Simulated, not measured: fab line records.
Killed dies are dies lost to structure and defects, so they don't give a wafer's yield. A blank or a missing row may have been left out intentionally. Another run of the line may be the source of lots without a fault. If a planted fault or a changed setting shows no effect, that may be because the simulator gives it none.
Which tool was responsible?    flow sfq-line    15 lots (45 wafers sampled), 1 step of a 325-step route

## WHAT EACH GAUGE READ, for each wafer
SFQ_R5_THK_MEAS_934: measures by xrf.
lot   measured      on             R5_MONX_THK (nm)
L564  day 52 20:47  film-metro-02  39.7 39.5 39.3
L565  day 53 02:47  film-metro-03  40.1 39.6 40.0
L566  day 53 08:24  film-metro-01  41.0 40.5 40.9
L567  day 53 14:47  film-metro-02  39.1 39.2 39.9
L568  day 53 15:24  film-metro-01  41.1 39.8 40.8
L569  day 54 00:24  film-metro-02  39.9 40.1 39.3
L570  day 54 06:24  film-metro-02  40.5 40.2 40.7
L571  day 54 11:47  film-metro-02  41.3 41.4 41.3
L572  day 59 15:46  film-metro-02  39.6 40.3 39.7
L575  day 61 09:29  film-metro-02  40.8 40.3 40.7
L576  day 61 12:29  film-metro-02  41.0 40.1 40.0
L580  day 62 06:29  film-metro-02  40.0 40.7 40.0
L581  day 62 09:29  film-metro-03  40.8 40.6 40.5
L582  day 62 12:28  film-metro-02  39.4 40.2 39.5
L587  day 64 12:27  film-metro-02  40.2 39.4 40.0

## WHAT TOOL EACH LOT RAN ON (gives the tool, then ch and the chambers of the sampled wafers, and finally the start)
The record holds no process step before these readings.

## AS READ BY THE TOOLS THEMSELVES (means over the sampled wafers that have a number; for cases with no such wafer, the mark the record gives instead)
The record holds no such reading with a usual standard deviation.

## THE ANSWER, worked out from the rows above alone
Rule: the lots themselves supply what counts as usual. Put in order of their means at a reading, lots are off if they are a third of the lots or fewer, leave a main group of 4 or more, and stand apart from it by a gap of 3 or more times the standard deviation of the main group's means; of several such gaps the widest counts. A main group whose means are all the same, to the digits that the tables above print for the reading, isn't used. Also off: a lot with no number at a reading for which 4 or more lots have one. All remaining lots with rows at the step are treated as sound. The gauges are gone through in route order, then the tools' own readings, and for those a lot's mean is taken as printed above. At the first step where some lot is off, the reading lying furthest off is the one used; lots without a number count as furthest.
Across all readings shown, no lot is off: no conclusion can be drawn from this.

## WHAT THE SIMULATOR HAD PUT IN
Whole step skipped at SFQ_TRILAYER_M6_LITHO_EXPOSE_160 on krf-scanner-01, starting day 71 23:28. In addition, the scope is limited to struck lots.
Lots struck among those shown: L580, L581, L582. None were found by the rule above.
